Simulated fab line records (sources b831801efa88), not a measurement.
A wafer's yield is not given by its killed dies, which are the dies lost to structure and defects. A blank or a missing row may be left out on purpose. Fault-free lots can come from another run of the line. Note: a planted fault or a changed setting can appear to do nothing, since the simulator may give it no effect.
fab line records	flow sky130
[record] lots = 6	wafers = 18	lastDay = 50
route steps=708 shown GATE_OXIDE@190 PAD_OPEN@708
lots untouched by any fault: they come from a run of this same line in which no faults occurred
startH: hours from the record's first day to the start of the lot's first wafer shown	waitH: time in hours since the lot's previous step	" as in the row above	L1.1+2: a single row standing in for several wafers	- no value, or no start given	* or withheld: withheld	< > ~ a bound
route shown NAME@n: names a module that has steps shown in the file, with the first one's number in the route	usual: mean/standard deviation of fault-free wafers	same: alike in all rows	chamber/n: place in a boat	sites: each site's reading	_std_site: the values' standard deviation	_edge_site: outer sites' mean less inner sites'	radiusMm: for every site, how far away it sits from the centre of the wafer	mask NAME#n: copy n	behind: the last tool/chamber to shape the wafer	hold: what put the lot on hold/how long, in hours/how the hold closed	device: which transistor (n, p or np) failed to switch	end of line: the same wafers' tests at the end of the route	a step without rows: its recipe alone	killed: dies that structure and defects cost at the first sort, which is not the same as the wafer's yield	map: the dies of a wafer, with x for killed, . for not killed, _ for no die there
set.NAME: setting as actually run; set.NAME@STEP: the setting as run at that earlier step	model.NAME: the simulator's own value behind a step, which no gauge read
lots at selected steps of the route; one table per step, one row per wafer
services: the hour from which a tool's chamber was out of use, counted from the record's first day as startH (under 0 if before that day), plus the number of hours and why
[[steps]]
[step SKY_GATE_OXIDE_DEHYDRATE_03]
[recipe] tempC = 200	timeS = 60
[step SKY_GATE_OXIDE_HMDS_04]
[recipe] primeTimeS = 60	primeTempC = 120
[step SKY_GATE_OXIDE_COAT_05]
[recipe] resist = NOVOLAK	spinRpm = 3000	resistThkNm = 1140
[step SKY_GATE_OXIDE_SOFTBAKE_06]
[recipe] tempC = 90	timeS = 60	resist = NOVOLAK
[step SKY_GATE_OXIDE_EXPOSE_07]
[recipe] maskId = LVOM	na = 0.6	sourceShape = conventional	sigmaOuter = 0.6	polarization = unpolarized	targetCdNm = 600	doseMj = 170
[step SKY_GATE_OXIDE_PEB_08]
[recipe] tempC = withheld	timeS = *	resist = NOVOLAK
[step SKY_GATE_OXIDE_DEVELOP_09]
[recipe] resist = NOVOLAK	developer = TMAH	developTimeS = 60	devTempC = 23
[step SKY_GATE_OXIDE_OVL_MEAS_10]
[usual] GATE_OXIDE_OVL = -0.7/1.3
lot.wafer	tool	chamber	startH	waitH	GATE_OXIDE_OVL[nm]
L790.2	overlay-02	-	350.46	0.1	1.3
L790.3	"	-	"	"	0.4
L790.5	"	-	"	"	-0.6
L795.1	overlay-02	-	397.06	0.1	2.9
L795.3	"	-	"	"	-0.3
L795.5	"	-	"	"	1.5
L797.2	overlay-01	-	408.31	0.1	-3.1
L797.5	"	-	"	"	-1.8
L797.6	"	-	"	"	-3.9
L799.2	overlay-01	-	429.81	0.1	-1.9
L799.4	"	-	"	"	-2.4
L799.5	"	-	"	"	-1.8
L805.2	overlay-01	-	492.36	0.1	-2.3
L805.3	"	-	"	"	-1.8
L805.6	"	-	"	"	-1.3
L806.1	overlay-02	-	508.30	0.1	0.4
L806.3	"	-	"	"	2.6
L806.6	"	-	"	"	1.0
[step SKY_GATE_OXIDE_IMPLANT_11]
[recipe] species = B	energyKev = 10	doseCm2 = 2.6e+12	tiltDeg = withheld
[step SKY_GATE_OXIDE_WET_ETCH_12]
[recipe] chemistry = dHF	targetDepthNm = 16.8	dry = n2Spin	target = SiO2	dilution = 100:1	tempC = 25	timeS = 336
[step SKY_GATE_OXIDE_STRIP_13]
[recipe] chemistry = O2/N2	powerW = 1400	pressureMtorr = 1500	platenTempC = withheld	o2FlowSccm = 3000	n2FlowSccm = 300	overashFraction = 0.5
[usual] chamberPressureMTorr = 1499.9/1.4	drypumpMotorCurrentA = 5.6/0.43	oesProductAu = 0.716/0.0043	stripTimeToEndpointS = 14.17/0.047
lot.wafer	tool	chamber	startH	waitH	chamberPressureMTorr	drypumpMotorCurrentA	oesProductAu	rfHoursCounterH	stripTimeToEndpointS
L790.2	plasmaAsher-03	1	350.89	0.0	1500.0	5.3	0.718	61	14.22
L790.3	"	0	"	"	1500.3	5.3	0.723	-	14.20
L790.5	"	1	"	"	1502.1	5.2	0.718	-	14.21
L795.1	plasmaAsher-02	1	397.34	0.0	1502.5	6.1	0.712	58	14.15
L795.3	"	1	"	"	1501.5	6.1	0.720	-	14.11
L795.5	"	0	"	"	1499.7	4.9	0.719	-	14.10
L797.2	plasmaAsher-01	1	408.61	0.0	1499.4	5.7	0.715	73	14.11
L797.5	"	1	"	"	1499.8	5.7	0.714	-	14.13
L797.6	"	0	"	"	1497.5	6.1	0.723	-	14.09
L799.2	plasmaAsher-02	1	430.10	0.0	1498.7	6.2	0.713	61	14.24
L799.4	"	0	"	"	1498.7	4.9	0.718	-	14.19
L799.5	"	0	"	"	1500.9	4.9	0.716	-	14.18
L805.2	plasmaAsher-01	0	492.64	0.0	1501.5	6.1	0.716	6	14.12
L805.3	"	0	"	"	1502.7	6.1	0.715	-	14.15
L805.6	"	1	"	"	1499.7	5.7	0.704	-	14.19
L806.1	plasmaAsher-03	0	508.59	0.0	1501.0	5.3	0.715	76	14.29
L806.3	"	0	"	"	1497.3	5.3	0.714	-	14.25
L806.6	"	0	"	"	1497.2	5.3	0.716	-	14.22
[step SKY_GATE_OXIDE_TW_MEAS_14]
[usual] GATE_OXIDE_TW = 223.2/1.8
lot.wafer	tool	chamber	startH	waitH	GATE_OXIDE_TW
L790.2	filmMetro-03	-	351.00	0.1	224.1
L790.3	"	-	"	"	223.9
L790.5	"	-	"	"	225.4
L795.1	filmMetro-03	-	397.44	0.1	224.6
L795.3	"	-	"	"	224.0
L795.5	"	-	"	"	225.2
L797.2	filmMetro-01	-	408.72	0.1	223.6
L797.5	"	-	"	"	222.0
L797.6	"	-	"	"	223.7
L799.2	filmMetro-01	-	430.21	0.1	223.0
L799.4	"	-	"	"	222.8
L799.5	"	-	"	"	222.5
L805.2	filmMetro-03	-	492.75	0.1	224.1
L805.3	"	-	"	"	224.8
L805.6	"	-	"	"	224.9
L806.1	filmMetro-03	-	508.69	0.1	225.6
L806.3	"	-	"	"	225.0
L806.6	"	-	"	"	226.6
[step SKY_GATE_OXIDE_CLEAN_15]
[recipe] chemistry = SC1/SC2	mix = 1:4:20	tempC = 70	timeS = 150	dry = n2Spin
[usual] runLengthS = 177/3
lot.wafer	tool	chamber	startH	waitH	runLengthS	model.SiO2_of_SONOS_ONO_CVD_04.thkNm
L790.2	wetBench-01	2	351.05	0.0	176	4.263
L790.3	"	2	"	"	176	4.254
L790.5	"	2	"	"	176	4.226
L795.1	wetBench-02	1	397.50	0.1	177	4.133
L795.3	"	1	"	"	177	4.107
L795.5	"	1	"	"	177	4.119
L797.2	wetBench-03	1	408.77	0.0	176	4.114
L797.5	"	1	"	"	176	4.083
L797.6	"	1	"	"	176	4.123
L799.2	wetBench-03	0	430.26	0.0	175	4.145
L799.4	"	0	"	"	175	4.172
L799.5	"	0	"	"	175	4.175
L805.2	wetBench-02	3	492.80	0.0	104	4.779
L805.3	"	3	"	"	104	4.847
L805.6	"	3	"	"	104	4.744
L806.1	wetBench-02	3	508.75	0.1	96	4.841
L806.3	"	3	"	"	96	4.846
L806.6	"	3	"	"	96	4.89
[step SKY_GATE_OXIDE_OXIDATION_16]
[recipe] tempC = 800	ambient = O2	idleTempC = 700	rampUpCPerMin = 10	rampDownCPerMin = 3	stabiliseS = 600	purgeS = 300	targetThkA = 35.7	oxTimeS = 1915
[step SKY_PAD_OPEN_PROBE_99]
[usual] killed_at_M0_to_M3 = 43/6.7	killed_at_M4_up = 3.1/1.9	killedAtContacts = 25/5	killedAtFrontEnd = 15/4	killedAtOther = 0.4/0.69	killedDies = 87/9.2	killedOpen = 46/7.1	killedShort = 40/6.8
[same] grossDies = 492	killedAtBackSide = 0
lot.wafer	tool	chamber	startH	waitH	killed_at_M0_to_M3	killed_at_M4_up	killedAtContacts	killedAtFrontEnd	killedAtOther	killedDies	killedOpen	killedShort	model.etest.capOno.gateLog10ACm2	model.etest.capOno.toxAccNm	model.etest.capThinOxide.gateBvV	model.etest.sonosProgrammed.offLog10AUm	model.etest.sonosProgrammed.vtV	model.etest.sonosErased.vtV	model.etest.sonosBaked.vtV
L790.2	prober-02	-	1116.17	0.1	50	2	13	23	0	88	48	40	-8.126	13	6.956	-13.89	1.457	-2.237	0.9025
L790.3	prober-02	-	1116.22	0.2	42	0	23	16	1	82	43	39	-8.13	12.98	6.937	-13.97	1.402	-2.256	0.9026
L790.5	prober-02	-	1116.32	0.2	35	3	14	19	1	72	36	36	-8.033	12.95	7.063	-13.92	1.414	-2.292	0.925
L795.1	prober-01	-	1141.32	0.1	53	2	22	18	0	95	56	38	-7.69	12.7	6.902	-14	1.547	-2.386	0.9666
L795.3	prober-01	-	1141.42	0.2	45	4	21	18	0	88	41	46	-7.774	12.76	6.855	-14	1.523	-2.329	1.016
L795.5	prober-01	-	1141.52	0.2	51	4	12	20	1	88	51	35	-7.734	12.71	7.218	-14.08	1.537	-2.398	1.001
L797.2	prober-01	-	1152.53	0.1	29	6	27	18	3	83	46	34	-7.516	12.62	6.967	-13.93	1.602	-2.413	1.021
L797.5	prober-01	-	1152.68	0.2	40	2	15	15	1	73	42	30	-7.514	12.56	6.947	-13.99	1.591	-2.429	1.008
L797.6	prober-01	-	1152.73	0.2	39	5	23	23	1	91	50	40	-7.518	12.59	6.963	-14.02	1.585	-2.437	0.9547
L799.2	prober-02	-	1161.53	0.1	47	3	20	18	0	88	49	39	-7.909	12.91	7.061	-14.01	1.454	-2.321	0.9719
L799.4	prober-02	-	1161.63	0.2	43	3	26	14	1	87	36	50	-7.974	12.94	7.214	-14.05	1.421	-2.271	0.9348
L799.5	prober-02	-	1161.68	0.2	52	3	21	25	0	101	60	41	-7.886	12.85	6.9	-13.86	1.472	-2.292	1.006
L805.2	prober-01	-	1195.88	0.1	36	5	26	13	0	80	38	42	-8.643	13.44	6.771	-13.97	1.18	-2.003	0.736
L805.3	prober-01	-	1195.93	0.2	39	3	30	17	0	89	43	46	-8.717	13.48	6.681	-13.99	1.156	-1.977	0.6925
L805.6	prober-01	-	1196.08	0.2	48	7	31	9	0	95	44	51	-8.719	13.48	6.902	-13.8	1.113	-2.047	0.7123
L806.1	prober-02	-	1203.11	0.1	50	4	21	18	0	93	43	49	-8.863	13.68	6.808	-13.76	1.045	-1.856	0.6875
L806.3	prober-02	-	1203.21	0.2	48	0	15	17	0	80	45	35	-8.947	13.66	6.844	-13.43	1.006	-1.831	0.6641
L806.6	prober-02	-	1203.36	0.2	53	4	22	19	0	98	52	46	-9.038	13.62	6.838	-13.79	1.045	-1.894	0.6469
// killed by level:class
L790.2 VIA1:geometricParticle:short=12 VIA1:geometricParticle:open=10 FIELD_ISO:geometricParticle:open=8 METAL2:geometricParticle:short=7 VIA2:geometricParticle:open=6 FIELD_ISO:geometricParticle:short=5 LI_CONTACT:geometricParticle:open=5 CONTACT:geometricParticle:open=5
L790.3 CONTACT:geometricParticle:open=8 CONTACT:geometricParticle:short=6 VIA1:geometricParticle:short=6 VIA2:geometricParticle:open=6 POLY_GATE:geometricParticle:short=5 LI_CONTACT:geometricParticle:open=5 METAL1:geometricParticle:short=5 VIA3:geometricParticle:open=5
L790.5 CONTACT:geometricParticle:open=6 POLY_GATE:geometricParticle:open=5 VIA1:geometricParticle:open=5 VIA2:geometricParticle:open=5 METAL3:geometricParticle:short=5 FIELD_ISO:geometricParticle:open=4 LI_CONTACT:geometricParticle:open=4 VIA1:geometricParticle:short=4
L795.1 VIA1:geometricParticle:open=16 VIA3:geometricParticle:open=9 CONTACT:geometricParticle:open=7 VIA3:geometricParticle:short=6 FIELD_ISO:geometricParticle:short=5 VIA1:geometricParticle:short=5 FIELD_ISO:geometricParticle:open=4 POLY_GATE:geometricParticle:open=4
L795.3 VIA3:geometricParticle:open=8 METAL1:geometricParticle:short=7 CONTACT:geometricParticle:open=6 VIA1:geometricParticle:short=5 FIELD_ISO:geometricParticle:open=5 POLY_GATE:geometricParticle:short=5 LI_CONTACT:geometricParticle:open=5 LOCAL_INTERCONNECT:geometricParticle:short=5
L795.5 VIA1:geometricParticle:open=15 VIA3:geometricParticle:open=10 METAL1:geometricParticle:short=7 VIA1:geometricParticle:short=7 CONTACT:geometricParticle:open=6 LI_CONTACT:geometricParticle:open=4 VIA2:geometricParticle:open=4 METAL2:geometricParticle:short=4
L797.2 CONTACT:geometricParticle:open=11 VIA1:geometricParticle:open=8 FIELD_ISO:geometricParticle:open=6 CONTACT:geometricParticle:short=5 METAL1:geometricParticle:short=5 POLY_GATE:geometricParticle:short=4 LI_CONTACT:geometricParticle:short=4 LI_CONTACT:geometricParticle:open=4
L797.5 VIA2:geometricParticle:open=9 CONTACT:geometricParticle:open=7 VIA1:geometricParticle:open=7 METAL1:geometricParticle:short=6 METAL2:geometricParticle:short=5 FIELD_ISO:geometricParticle:open=3 POLY_GATE:geometricParticle:open=3 POLY_GATE:geometricParticle:short=3
L797.6 LI_CONTACT:geometricParticle:open=9 FIELD_ISO:geometricParticle:open=8 CONTACT:geometricParticle:open=7 POLY_GATE:geometricParticle:open=6 METAL1:geometricParticle:short=6 LI_CONTACT:geometricParticle:short=5 VIA3:geometricParticle:open=5 VIA3:geometricParticle:short=5
L799.2 VIA1:geometricParticle:open=8 METAL1:geometricParticle:short=8 VIA2:geometricParticle:open=8 CONTACT:geometricParticle:open=7 FIELD_ISO:geometricParticle:open=6 VIA2:geometricParticle:short=6 LI_CONTACT:geometricParticle:open=5 VIA1:geometricParticle:short=5
L799.4 METAL1:geometricParticle:short=12 VIA1:geometricParticle:open=9 CONTACT:geometricParticle:open=8 FIELD_ISO:geometricParticle:short=6 LOCAL_INTERCONNECT:geometricParticle:short=6 CONTACT:geometricParticle:short=6 VIA1:geometricParticle:short=5 VIA3:geometricParticle:open=5
L799.5 VIA1:geometricParticle:open=15 CONTACT:geometricParticle:open=9 FIELD_ISO:geometricParticle:open=8 METAL1:geometricParticle:short=7 CONTACT:geometricParticle:short=6 VIA2:geometricParticle:open=6 VIA3:geometricParticle:short=5 POLY_GATE:geometricParticle:short=4
L805.2 CONTACT:geometricParticle:open=8 LOCAL_INTERCONNECT:geometricParticle:short=7 VIA1:geometricParticle:open=7 LI_CONTACT:geometricParticle:open=6 POLY_GATE:geometricParticle:open=5 VIA1:geometricParticle:short=5 VIA3:geometricParticle:short=5 METAL1:geometricParticle:short=4
L805.3 CONTACT:geometricParticle:open=12 VIA1:geometricParticle:open=11 LOCAL_INTERCONNECT:geometricParticle:short=8 METAL2:geometricParticle:short=8 POLY_GATE:geometricParticle:short=6 METAL1:geometricParticle:short=5 POLY_GATE:geometricParticle:open=4 CONTACT:geometricParticle:short=4
L805.6 VIA1:geometricParticle:open=13 CONTACT:geometricParticle:open=9 METAL1:geometricParticle:short=9 CONTACT:geometricParticle:short=8 FIELD_ISO:geometricParticle:short=6 LI_CONTACT:geometricParticle:open=6 METAL2:geometricParticle:short=5 METAL4:geometricParticle:short=5
L806.1 VIA1:geometricParticle:open=10 VIA1:geometricParticle:short=7 METAL2:geometricParticle:short=7 LI_CONTACT:geometricParticle:open=6 CONTACT:geometricParticle:open=6 METAL1:geometricParticle:short=5 VIA3:geometricParticle:open=5 VIA3:geometricParticle:short=5
L806.3 VIA1:geometricParticle:open=14 CONTACT:geometricParticle:open=7 POLY_GATE:geometricParticle:short=6 VIA2:geometricParticle:open=6 METAL2:geometricParticle:short=6 VIA3:geometricParticle:open=5 VIA1:geometricParticle:short=4 FIELD_ISO:geometricParticle:short=3
L806.6 VIA2:geometricParticle:open=12 VIA1:geometricParticle:open=10 FIELD_ISO:geometricParticle:open=7 CONTACT:geometricParticle:open=7 METAL2:geometricParticle:short=7 VIA3:geometricParticle:open=6 LI_CONTACT:geometricParticle:short=5 METAL1:geometricParticle:short=5
[[services]]
tool	chamber	startH	hours	kind
plasmaAsher-02	-	340.82	8.3	repair
plasmaAsher-01	-	349.45	1.0	repair
plasmaAsher-02	-	360.47	1.4	repair
plasmaAsher-01	-	386.79	1.9	repair
plasmaAsher-01	-	421.25	9.0	pm
plasmaAsher-01	0	421.25	9.0	ventCycle
plasmaAsher-01	1	421.25	9.0	ventCycle
plasmaAsher-01	0	430.25	-	clean
plasmaAsher-01	1	430.25	-	clean
plasmaAsher-03	-	431.69	1.5	repair
plasmaAsher-03	-	459.36	1.6	repair
plasmaAsher-03	-	460.97	4.3	pm
[[key]]
[firstSign] step = SKY_GATE_OXIDE_CLEAN_15	reading = runLengthS	direction = down	sigmas = 26	usual = *	struck = *
effect none on later readings
[modelEffect] step = SKY_GATE_OXIDE_CLEAN_15	value = SiO2_of_SONOS_ONO_CVD_04.thkNm	without = 4.461	struck = 4.824
[modelEffect] step = SKY_PAD_OPEN_PROBE_99	value = etest.capOno.gateLog10ACm2	without = -8.352	struck = -8.821
metAt SKY_GATE_OXIDE_CLEAN_15
struckWafers L805.2,L805.3,L805.6,L806.1,L806.3,L806.6
testerLeftOut L805,L806
[fault] kind = processParameterDrift	tool = wetBench-02	chamber = 3	onsetH = 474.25	steps = SKY_GATE_OXIDE_CLEAN_15	channel = timeS	offset = *	shape = step	endH = 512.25	actsIn = *	stated = *
// testerLeftOut: of these lots the tester's yield and bins aren't shown, on N5 and GAA mostly nor the transistor test; their killed dies are dies lost to structure and defects alone, not to doping, threshold or leakage, so they don't give the yield
